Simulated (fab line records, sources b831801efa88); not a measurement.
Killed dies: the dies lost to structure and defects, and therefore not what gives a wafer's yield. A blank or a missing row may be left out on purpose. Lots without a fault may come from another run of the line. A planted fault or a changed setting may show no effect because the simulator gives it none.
Which of the tools did it? || flow gf180mcu || 24 lots, 72 wafers sampled, at 4 steps of a route of 602

WHAT THE GAUGES SHOWED, per wafer
GF_M2_THK_MEAS_06: measures by xrf. Usual: M2_ALCU_THK gives 448 nm (standard deviation 7.3).
{"lot": "L074", "measured": "day 18 04:58", "on": "film metro-02", "M2_ALCU_THK (nm)": "445 441 460", "flag": ""}
{"lot": "L075", "measured": "day 18 07:49", "on": "film metro-03", "M2_ALCU_THK (nm)": "443 448 445", "flag": ""}
{"lot": "L076", "measured": "day 18 17:34", "on": "film metro-01", "M2_ALCU_THK (nm)": "448 440 442", "flag": ""}
{"lot": "L077", "measured": "day 19 14:12", "on": "film metro-03", "M2_ALCU_THK (nm)": "438 442 461", "flag": ""}
{"lot": "L078", "measured": "day 19 23:52", "on": "film metro-03", "M2_ALCU_THK (nm)": "447 442 450", "flag": ""}
{"lot": "L080", "measured": "day 20 19:12", "on": "film metro-03", "M2_ALCU_THK (nm)": "451 452 459", "flag": ""}
{"lot": "L079", "measured": "day 20 20:59", "on": "film metro-03", "M2_ALCU_THK (nm)": "450 444 450", "flag": ""}
{"lot": "L082", "measured": "day 21 08:37", "on": "film metro-03", "M2_ALCU_THK (nm)": "449 443 447", "flag": ""}
{"lot": "L081", "measured": "day 21 08:53", "on": "film metro-02", "M2_ALCU_THK (nm)": "447 447 451", "flag": ""}
{"lot": "L083", "measured": "day 21 19:23", "on": "film metro-02", "M2_ALCU_THK (nm)": "456 442 454", "flag": ""}
{"lot": "L084", "measured": "day 22 05:53", "on": "film metro-01", "M2_ALCU_THK (nm)": "444 448 450", "flag": ""}
{"lot": "L085", "measured": "day 22 15:46", "on": "film metro-01", "M2_ALCU_THK (nm)": "454 455 458", "flag": ""}
{"lot": "L086", "measured": "day 22 16:29", "on": "film metro-01", "M2_ALCU_THK (nm)": "447 448 445", "flag": ""}
{"lot": "L087", "measured": "day 23 06:09", "on": "film metro-02", "M2_ALCU_THK (nm)": "448 450 453", "flag": ""}
{"lot": "L088", "measured": "day 23 07:35", "on": "film metro-03", "M2_ALCU_THK (nm)": "440 440 444", "flag": ""}
{"lot": "L089", "measured": "day 23 19:13", "on": "film metro-01", "M2_ALCU_THK (nm)": "448 431 432", "flag": ""}
{"lot": "L090", "measured": "day 24 01:32", "on": "film metro-01", "M2_ALCU_THK (nm)": "457 449 452", "flag": ""}
{"lot": "L091", "measured": "day 24 05:08", "on": "film metro-01", "M2_ALCU_THK (nm)": "457 469 455", "flag": ""}
{"lot": "L092", "measured": "day 24 13:53", "on": "film metro-03", "M2_ALCU_THK (nm)": "439 440 440", "flag": ""}
{"lot": "L093", "measured": "day 25 02:01", "on": "film metro-02", "M2_ALCU_THK (nm)": "454 449 458", "flag": ""}
{"lot": "L094", "measured": "day 25 06:39", "on": "film metro-01", "M2_ALCU_THK (nm)": "456 442 449", "flag": ""}
{"lot": "L095", "measured": "day 25 12:44", "on": "film metro-03", "M2_ALCU_THK (nm)": "439 438 439", "flag": ""}
{"lot": "L096", "measured": "day 25 20:06", "on": "film metro-01", "M2_ALCU_THK (nm)": "451 445 448", "flag": ""}
{"lot": "L097", "measured": "day 26 07:13", "on": "film metro-02", "M2_ALCU_THK (nm)": "450 446 458", "flag": ""}

GF_V2_BOW_MEAS_05. Usual: V2_BOW gives 100 um (standard deviation 7.8).
{"lot": "L074", "measured": "day 19 06:09", "on": "film metro-04", "V2_BOW (um)": "76 96 91", "flag": ""}
{"lot": "L075", "measured": "day 19 09:34", "on": "film metro-01", "V2_BOW (um)": "103 93 91", "flag": ""}
{"lot": "L076", "measured": "day 19 18:59", "on": "film metro-04", "V2_BOW (um)": "97 102 94", "flag": ""}
{"lot": "L077", "measured": "day 20 15:41", "on": "film metro-01", "V2_BOW (um)": "106 103 105", "flag": ""}
{"lot": "L078", "measured": "day 21 01:21", "on": "film metro-04", "V2_BOW (um)": "80 93 99", "flag": ""}
{"lot": "L080", "measured": "day 21 20:22", "on": "film metro-04", "V2_BOW (um)": "94 98 100", "flag": ""}
{"lot": "L079", "measured": "day 21 22:05", "on": "film metro-04", "V2_BOW (um)": "98 103 96", "flag": ""}
{"lot": "L082", "measured": "day 22 09:41", "on": "film metro-01", "V2_BOW (um)": "97 93 97", "flag": ""}
{"lot": "L081", "measured": "day 22 10:02", "on": "film metro-01", "V2_BOW (um)": "87 92 106", "flag": ""}
{"lot": "L083", "measured": "day 22 19:48", "on": "film metro-03", "V2_BOW (um)": "106 102 104", "flag": ""}
{"lot": "L084", "measured": "day 23 05:33", "on": "film metro-01", "V2_BOW (um)": "106 100 120", "flag": ""}
{"lot": "L085", "measured": "day 23 15:35", "on": "film metro-01", "V2_BOW (um)": "99 99 98", "flag": ""}
{"lot": "L086", "measured": "day 23 16:16", "on": "film metro-03", "V2_BOW (um)": "95 105 100", "flag": ""}
{"lot": "L087", "measured": "day 24 05:46", "on": "film metro-01", "V2_BOW (um)": "104 107 116", "flag": ""}
{"lot": "L088", "measured": "day 24 07:37", "on": "film metro-04", "V2_BOW (um)": "106 104 92", "flag": ""}
{"lot": "L089", "measured": "day 24 18:53", "on": "film metro-04", "V2_BOW (um)": "98 106 101", "flag": ""}
{"lot": "L090", "measured": "day 25 01:16", "on": "film metro-04", "V2_BOW (um)": "94 98 103", "flag": ""}
{"lot": "L091", "measured": "day 25 03:51", "on": "film metro-03", "V2_BOW (um)": "95 118 114", "flag": ""}
{"lot": "L092", "measured": "day 25 12:08", "on": "film metro-04", "V2_BOW (um)": "111 114 117", "flag": ""}
{"lot": "L093", "measured": "day 26 00:05", "on": "film metro-03", "V2_BOW (um)": "107 106 102", "flag": ""}
{"lot": "L094", "measured": "day 26 04:43", "on": "film metro-03", "V2_BOW (um)": "98 99 93", "flag": ""}
{"lot": "L095", "measured": "day 26 10:29", "on": "film metro-03", "V2_BOW (um)": "120 111 93", "flag": ""}
{"lot": "L096", "measured": "day 26 16:14", "on": "film metro-01", "V2_BOW (um)": "103 104 102", "flag": ""}
{"lot": "L097", "measured": "day 27 01:50", "on": "film metro-01", "V2_BOW (um)": "92 95 88", "flag": ""}

GF_V3_THK_MEAS_01. Usual: V3_CVD_00_THK gives 599 nm (standard deviation 7.3).
{"lot": "L074", "measured": "day 21 09:53", "on": "film metro-03", "V3_CVD_00_THK (nm)": "603 596 604", "flag": ""}
{"lot": "L075", "measured": "day 21 12:10", "on": "film metro-04", "V3_CVD_00_THK (nm)": "598 598 595", "flag": ""}
{"lot": "L076", "measured": "day 21 21:35", "on": "film metro-02", "V3_CVD_00_THK (nm)": "602 600 609", "flag": ""}
{"lot": "L077", "measured": "day 22 16:41", "on": "film metro-03", "V3_CVD_00_THK (nm)": "600 598 597", "flag": ""}
{"lot": "L078", "measured": "day 23 02:12", "on": "film metro-03", "V3_CVD_00_THK (nm)": "597 596 594", "flag": ""}
{"lot": "L080", "measured": "day 23 20:45", "on": "film metro-03", "V3_CVD_00_THK (nm)": "606 606 604", "flag": ""}
{"lot": "L079", "measured": "day 23 22:54", "on": "film metro-02", "V3_CVD_00_THK (nm)": "605 612 618", "flag": ""}
{"lot": "L082", "measured": "day 24 09:19", "on": "film metro-03", "V3_CVD_00_THK (nm)": "600 587 589", "flag": ""}
{"lot": "L081", "measured": "day 24 10:49", "on": "film metro-02", "V3_CVD_00_THK (nm)": "600 609 610", "flag": ""}
{"lot": "L083", "measured": "day 24 18:46", "on": "film metro-04", "V3_CVD_00_THK (nm)": "592 600 596", "flag": ""}
{"lot": "L084", "measured": "day 25 04:46", "on": "film metro-02", "V3_CVD_00_THK (nm)": "603 592 602", "flag": ""}
{"lot": "L085", "measured": "day 25 13:13", "on": "film metro-02", "V3_CVD_00_THK (nm)": "590 603 595", "flag": ""}
{"lot": "L086", "measured": "day 25 14:44", "on": "film metro-02", "V3_CVD_00_THK (nm)": "577 595 591", "flag": ""}
{"lot": "L087", "measured": "day 26 03:42", "on": "film metro-04", "V3_CVD_00_THK (nm)": "608 599 600", "flag": ""}
{"lot": "L088", "measured": "day 26 04:43", "on": "film metro-04", "V3_CVD_00_THK (nm)": "599 600 608", "flag": ""}
{"lot": "L089", "measured": "day 26 13:23", "on": "film metro-03", "V3_CVD_00_THK (nm)": "613 600 607", "flag": ""}
{"lot": "L090", "measured": "day 26 19:47", "on": "film metro-02", "V3_CVD_00_THK (nm)": "596 607 597", "flag": ""}
{"lot": "L091", "measured": "day 26 21:59", "on": "film metro-04", "V3_CVD_00_THK (nm)": "586 589 596", "flag": ""}
{"lot": "L092", "measured": "day 27 06:28", "on": "film metro-02", "V3_CVD_00_THK (nm)": "593 605 590", "flag": ""}
{"lot": "L093", "measured": "day 27 17:07", "on": "film metro-03", "V3_CVD_00_THK (nm)": "597 593 589", "flag": ""}
{"lot": "L094", "measured": "day 27 21:25", "on": "film metro-03", "V3_CVD_00_THK (nm)": "598 602 602", "flag": ""}
{"lot": "L095", "measured": "day 28 04:12", "on": "film metro-03", "V3_CVD_00_THK (nm)": "603 588 599", "flag": ""}
{"lot": "L096", "measured": "day 28 12:22", "on": "film metro-02", "V3_CVD_00_THK (nm)": "584 597 592", "flag": ""}
{"lot": "L097", "measured": "day 28 20:34", "on": "film metro-04", "V3_CVD_00_THK (nm)": "596 600 595", "flag": ""}

TOOL THAT RAN EACH LOT (tool first, then ch and the chambers of the sampled wafers, then the start)
{"lot": "L074", "GF_M2_SPUTTER_03": "pvd sputter-04, day 18 04:47"}
{"lot": "L075", "GF_M2_SPUTTER_03": "pvd sputter-01, day 18 07:38"}
{"lot": "L076", "GF_M2_SPUTTER_03": "pvd sputter-03, day 18 17:23"}
{"lot": "L077", "GF_M2_SPUTTER_03": "pvd sputter-04, day 19 14:01"}
{"lot": "L078", "GF_M2_SPUTTER_03": "pvd sputter-01, day 19 23:41"}
{"lot": "L080", "GF_M2_SPUTTER_03": "pvd sputter-03, day 20 19:01"}
{"lot": "L079", "GF_M2_SPUTTER_03": "pvd sputter-03, day 20 20:48"}
{"lot": "L082", "GF_M2_SPUTTER_03": "pvd sputter-01, day 21 08:25"}
{"lot": "L081", "GF_M2_SPUTTER_03": "pvd sputter-03, day 21 08:43"}
{"lot": "L083", "GF_M2_SPUTTER_03": "pvd sputter-04, day 21 19:12"}
{"lot": "L084", "GF_M2_SPUTTER_03": "pvd sputter-01, day 22 05:42"}
{"lot": "L085", "GF_M2_SPUTTER_03": "pvd sputter-03, day 22 15:35"}
{"lot": "L086", "GF_M2_SPUTTER_03": "pvd sputter-01, day 22 16:17"}
{"lot": "L087", "GF_M2_SPUTTER_03": "pvd sputter-01, day 23 05:58"}
{"lot": "L088", "GF_M2_SPUTTER_03": "pvd sputter-04, day 23 07:25"}
{"lot": "L089", "GF_M2_SPUTTER_03": "pvd sputter-04, day 23 19:02"}
{"lot": "L090", "GF_M2_SPUTTER_03": "pvd sputter-01, day 24 01:21"}
{"lot": "L091", "GF_M2_SPUTTER_03": "pvd sputter-03, day 24 04:58"}
{"lot": "L092", "GF_M2_SPUTTER_03": "pvd sputter-04, day 24 13:43"}
{"lot": "L093", "GF_M2_SPUTTER_03": "pvd sputter-03, day 25 01:49"}
{"lot": "L094", "GF_M2_SPUTTER_03": "pvd sputter-03, day 25 06:28"}
{"lot": "L095", "GF_M2_SPUTTER_03": "pvd sputter-01, day 25 12:34"}
{"lot": "L096", "GF_M2_SPUTTER_03": "pvd sputter-01, day 25 19:55"}
{"lot": "L097", "GF_M2_SPUTTER_03": "pvd sputter-03, day 26 07:02"}
- GF_M2_SPUTTER_03: material Ti, target thk 10 nm, time 6.7 s.

WHAT THE TOOLS THEMSELVES READ (means of the sampled wafers that have a number; where no wafer has one, the mark that the record gives instead)
GF_M2_SPUTTER_03. Usual: chamber pressure pa 0.3000 Pa, standard deviation 0.00058; throttle valve pct 29.6 %, standard deviation 1.
{"lot": "L074", "tool": "pvd sputter-04", "chamber pressure pa (Pa)": 0.2998, "throttle valve pct (%)": 30.5, "flag": ""}
{"lot": "L075", "tool": "pvd sputter-01", "chamber pressure pa (Pa)": 0.2997, "throttle valve pct (%)": 28.4, "flag": ""}
{"lot": "L076", "tool": "pvd sputter-03", "chamber pressure pa (Pa)": 0.2999, "throttle valve pct (%)": 29.1, "flag": ""}
{"lot": "L077", "tool": "pvd sputter-04", "chamber pressure pa (Pa)": 0.2994, "throttle valve pct (%)": 30.2, "flag": ""}
{"lot": "L078", "tool": "pvd sputter-01", "chamber pressure pa (Pa)": 0.3001, "throttle valve pct (%)": 29.0, "flag": ""}
{"lot": "L080", "tool": "pvd sputter-03", "chamber pressure pa (Pa)": 0.3002, "throttle valve pct (%)": 29.6, "flag": ""}
{"lot": "L079", "tool": "pvd sputter-03", "chamber pressure pa (Pa)": 0.3004, "throttle valve pct (%)": 29.0, "flag": ""}
{"lot": "L082", "tool": "pvd sputter-01", "chamber pressure pa (Pa)": 0.3002, "throttle valve pct (%)": 29.4, "flag": ""}
{"lot": "L081", "tool": "pvd sputter-03", "chamber pressure pa (Pa)": 0.2998, "throttle valve pct (%)": 29.2, "flag": ""}
{"lot": "L083", "tool": "pvd sputter-04", "chamber pressure pa (Pa)": 0.3003, "throttle valve pct (%)": 29.2, "flag": ""}
{"lot": "L084", "tool": "pvd sputter-01", "chamber pressure pa (Pa)": 0.2998, "throttle valve pct (%)": 28.3, "flag": ""}
{"lot": "L085", "tool": "pvd sputter-03", "chamber pressure pa (Pa)": 0.3006, "throttle valve pct (%)": 30.2, "flag": ""}
{"lot": "L086", "tool": "pvd sputter-01", "chamber pressure pa (Pa)": 0.2996, "throttle valve pct (%)": 28.6, "flag": ""}
{"lot": "L087", "tool": "pvd sputter-01", "chamber pressure pa (Pa)": 0.3002, "throttle valve pct (%)": 29.3, "flag": ""}
{"lot": "L088", "tool": "pvd sputter-04", "chamber pressure pa (Pa)": 0.3000, "throttle valve pct (%)": 30.5, "flag": ""}
{"lot": "L089", "tool": "pvd sputter-04", "chamber pressure pa (Pa)": 0.2999, "throttle valve pct (%)": 30.2, "flag": ""}
{"lot": "L090", "tool": "pvd sputter-01", "chamber pressure pa (Pa)": 0.3004, "throttle valve pct (%)": 28.8, "flag": ""}
{"lot": "L091", "tool": "pvd sputter-03", "chamber pressure pa (Pa)": 0.2994, "throttle valve pct (%)": 29.6, "flag": ""}
{"lot": "L092", "tool": "pvd sputter-04", "chamber pressure pa (Pa)": 0.3004, "throttle valve pct (%)": 31.5, "flag": ""}
{"lot": "L093", "tool": "pvd sputter-03", "chamber pressure pa (Pa)": 0.2998, "throttle valve pct (%)": 29.9, "flag": ""}
{"lot": "L094", "tool": "pvd sputter-03", "chamber pressure pa (Pa)": 0.3001, "throttle valve pct (%)": 30.0, "flag": ""}
{"lot": "L095", "tool": "pvd sputter-01", "chamber pressure pa (Pa)": 0.3002, "throttle valve pct (%)": 29.1, "flag": ""}
{"lot": "L096", "tool": "pvd sputter-01", "chamber pressure pa (Pa)": 0.2995, "throttle valve pct (%)": 29.0, "flag": ""}
{"lot": "L097", "tool": "pvd sputter-03", "chamber pressure pa (Pa)": 0.2997, "throttle valve pct (%)": 29.9, "flag": ""}

THE ANSWER, worked out from the rows above alone
Rule: lot off if the mean of its wafers having a number is beyond 3 standard deviations from the usual mean. A lot without any number at a reading at which 4 lots or more have one is off too. All remaining lots with rows at the step are treated as sound. The gauges are gone through in route order, then the tools' own readings, and for those a lot's mean is taken as printed above. The first step at which some lot is off is used, and at that step the reading that is off furthest; a lot without a number counts as furthest.
No lot is off on any of the readings shown, so nothing can be concluded from this.

WHAT HAD BEEN PUT IN BY THE SIMULATOR
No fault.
